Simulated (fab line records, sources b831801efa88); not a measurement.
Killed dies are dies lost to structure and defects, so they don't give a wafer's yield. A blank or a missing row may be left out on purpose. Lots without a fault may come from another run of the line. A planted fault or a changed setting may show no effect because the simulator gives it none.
Chamber matching | flow sky130 | SKY_PAD_OPEN_ETCH_07 on rie_diel-04: 4 sister chambers
The step etches the open film in CF4/O2, stops on AlCu, target depth 725 nm, time 161.1 s. 4 wafers are shown with their chamber, then 7 later ones without.

WAFERS WITH THEIR CHAMBER
wafer  | chamber | drypump_motor_current_A (A)
L079.6 | 0       | 6.1
L087.5 | 1       | 5.5
L091.3 | 3       | 6.1
L091.4 | 2       | 5.0

WAFERS WITHOUT THEIR CHAMBER
wafer  | drypump_motor_current_A (A)
L091.6 | 5.5
L094.1 | 5.5
L094.3 | 6.1
L094.5 | 6.1
L096.2 | 6.0
L096.3 | 5.5
L096.4 | 5.1

WHICH CHAMBER EACH WENT THROUGH
wafer  | from the rows above     | in truth
L091.6 | 1                       | 1
L094.1 | 1                       | 1
L094.3 | can't be placed: 0 or 3 | 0
L094.5 | can't be placed: 0 or 3 | 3
L096.2 | can't be placed: 0 or 3 | 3
L096.3 | 1                       | 1
L096.4 | 2                       | 2
Placed correctly: 4 of 7. Can't be placed from these rows: 3 (the true chamber is among the candidates in 3). Placed wrongly: 0.
How it was worked out, from the rows above alone: a wafer's distance from a chamber is the root of the sum, over the readings, of the square of ((its reading less the chamber's mean) divided by the reading's scatter). The wafer belongs to the nearest chamber; if the next one is less than 2 further off, it can't be placed. A chamber's mean is the mean of its shown wafers. The scatter: with one shown wafer a chamber, the root of the mean of the squares of how far each hidden wafer lies from its nearest shown one.
